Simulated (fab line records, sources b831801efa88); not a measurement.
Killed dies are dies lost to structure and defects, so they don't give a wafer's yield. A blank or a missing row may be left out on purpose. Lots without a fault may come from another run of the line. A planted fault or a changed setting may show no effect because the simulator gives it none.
Which tool did it? | flow sky130 | 6 lots, 18 wafers sampled, at 1 step of a route of 708

WHAT THE GAUGES READ, wafer by wafer
SKY_VT_ADJUST_HVTR_TW_MEAS_11.
lot  | measured     | on            | VT_ADJUST_HVTR_TW
L404 | day 10 05:19 | film_metro-04 | 211.7 211.8 211.9
L406 | day 10 23:25 | film_metro-02 | 212.4 212.2 212.1
L411 | day 12 08:37 | film_metro-01 | 212.0 213.5 212.6
L414 | day 13 09:02 | film_metro-04 | 211.1 211.4 208.5
L419 | day 15 06:25 | film_metro-04 | 210.5 211.4 211.2
L423 | day 16 07:32 | film_metro-01 | 212.9 211.6 212.0

WHICH TOOL RAN EACH LOT (tool, then ch and the chambers of the sampled wafers, then the start)
The record holds no process step before these readings.

THE ANSWER, worked out from the rows above alone
Rule: what is usual is taken from the lots themselves. Put in order of their means at a reading, lots are off if they are a third of the lots or fewer, leave a main group of 4 or more, and stand apart from it by a gap of 3 or more times the standard deviation of the main group's means; of several such gaps the widest counts. A main group whose means are all the same, to the digits that the tables above print for the reading, isn't used. A lot without any number at a reading at which 4 lots or more have one is off too. The other lots that the step has rows for count as sound.
No lot is off at any reading shown: from this, nothing can be told.

WHAT THE SIMULATOR HAD PUT IN
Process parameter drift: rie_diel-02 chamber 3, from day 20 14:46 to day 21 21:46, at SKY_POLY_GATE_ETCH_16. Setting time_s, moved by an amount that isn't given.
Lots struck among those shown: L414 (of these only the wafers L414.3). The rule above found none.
